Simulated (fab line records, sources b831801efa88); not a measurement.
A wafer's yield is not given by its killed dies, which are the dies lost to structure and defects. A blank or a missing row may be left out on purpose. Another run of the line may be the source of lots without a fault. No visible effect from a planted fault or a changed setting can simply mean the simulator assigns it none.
Lot-split experiment | flow sky130 | 23 wafers read across 5 lots, on a route 708 steps long

== THE SPLIT ==
At SKY_LDD_HVN_IMPLANT_08, the setting energyKev was moved away from the recipe's 60 on 10 of the 23 wafers read, by -4.2% to +2.5%. This setting was run at the recipe's value on the other wafers.

The reading comes from the split's own step.

== THE READING ==
In nm, at SKY_LDD_HVN_IMPLANT_08: implant.drpNm, which is the simulator's own figure and was read by no gauge. No usual value for it is given in the file.

wafer  | tool, chamber at the split | energyKev as run | against the recipe | implant.drpNm, nm | against lot-mates on the recipe
L074.1 | implanter-04, 0            | 58.26            | -2.9%              | 27.45             | -0.70
L074.6 | implanter-04, 0            | 58.26            | -2.9%              | 27.45             | -0.70
L074.3 | implanter-04, 0            | 60               | recipe             | 28.15             | -
L074.4 | implanter-04, 0            | 60               | recipe             | 28.15             | -
L074.5 | implanter-04, 0            | 60               | recipe             | 28.15             | -
L076.1 | implanter-04, 0            | 60               | recipe             | 28.15             | -
L076.2 | implanter-04, 0            | 60               | recipe             | 28.15             | -
L076.6 | implanter-04, 0            | 60               | recipe             | 28.15             | -
L077.1 | implanter-03, 0            | 60               | recipe             | 28.15             | -
L077.4 | implanter-03, 0            | 60               | recipe             | 28.15             | -
L077.5 | implanter-03, 0            | 60               | recipe             | 28.15             | -
L077.3 | implanter-03, 0            | 58.27            | -2.9%              | 27.45             | -0.70
L077.6 | implanter-03, 0            | 58.27            | -2.9%              | 27.45             | -0.70
L081.1 | implanter-04, 0            | 61.5             | +2.5%              | 28.76             | +0.61
L081.3 | implanter-04, 0            | 61.5             | +2.5%              | 28.76             | +0.61
L081.6 | implanter-04, 0            | 61.5             | +2.5%              | 28.76             | +0.61
L081.2 | implanter-04, 0            | 60               | recipe             | 28.15             | -
L081.4 | implanter-04, 0            | 60               | recipe             | 28.15             | -
L083.1 | implanter-04, 0            | 60               | recipe             | 28.15             | -
L083.4 | implanter-04, 0            | 60               | recipe             | 28.15             | -
L083.2 | implanter-04, 0            | 57.48            | -4.2%              | 27.14             | -1.01
L083.3 | implanter-04, 0            | 57.48            | -4.2%              | 27.14             | -1.01
L083.6 | implanter-04, 0            | 57.48            | -4.2%              | 27.14             | -1.01

THE FIT
A straight line over all 23 wafers: implant.drpNm changes by +0.242 nm for each +1% of energyKev; r = +1.00; the points scatter about the line by 0.0028 nm.
The same after taking each lot's own level away (the mean of its wafers on the recipe; 23 wafers): +0.242 nm for each +1%; r = +1.00; scatter 0.0028 nm.
That fit puts the effect of the largest move of energyKev on the reading at 1 nm.
The lots' own levels span 28.150 to 28.150 nm.
The two slopes are in agreement: the lot-to-lot level therefore moves the slope only a little.
Check: -1.02 nm against its lot-mates is what the line predicts for one of the wafers moved furthest among these (-4.2%) when that wafer is left out of the fit. Against them it came out at -1.01 nm.

== THE OTHER SPLITS THESE WAFERS WENT THROUGH ==
Note: prior to the reading, these wafers also went through further splits. Each is held against what the fit with the lots' levels taken away leaves over:
other split on the same wafers | wafers away from the commonest value | r with implant.drpNm (lot level and that fit taken away)
SKY_LDD_P_DEVELOP_06 devTempC  | 8                                    | -0.20

== THE WHOLE CHAIN: every reading that the file lists as answering this split, in the file's order ==
step                   | what it does | reading                                                        | change (the file's fit)               | r (the file's)
SKY_LDD_HVN_IMPLANT_08 |              | implant.rpNm (the simulator's own value, which no gauge read)  | +0.572 nm for each +1% of the setting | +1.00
SKY_LDD_HVN_IMPLANT_08 |              | implant.drpNm (the simulator's own value, which no gauge read) | +0.241 nm for each +1% of the setting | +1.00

== FILE'S OWN FIT ==
implant.drpNm changes by +0.241 nm for each +1% of energyKev, r = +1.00.
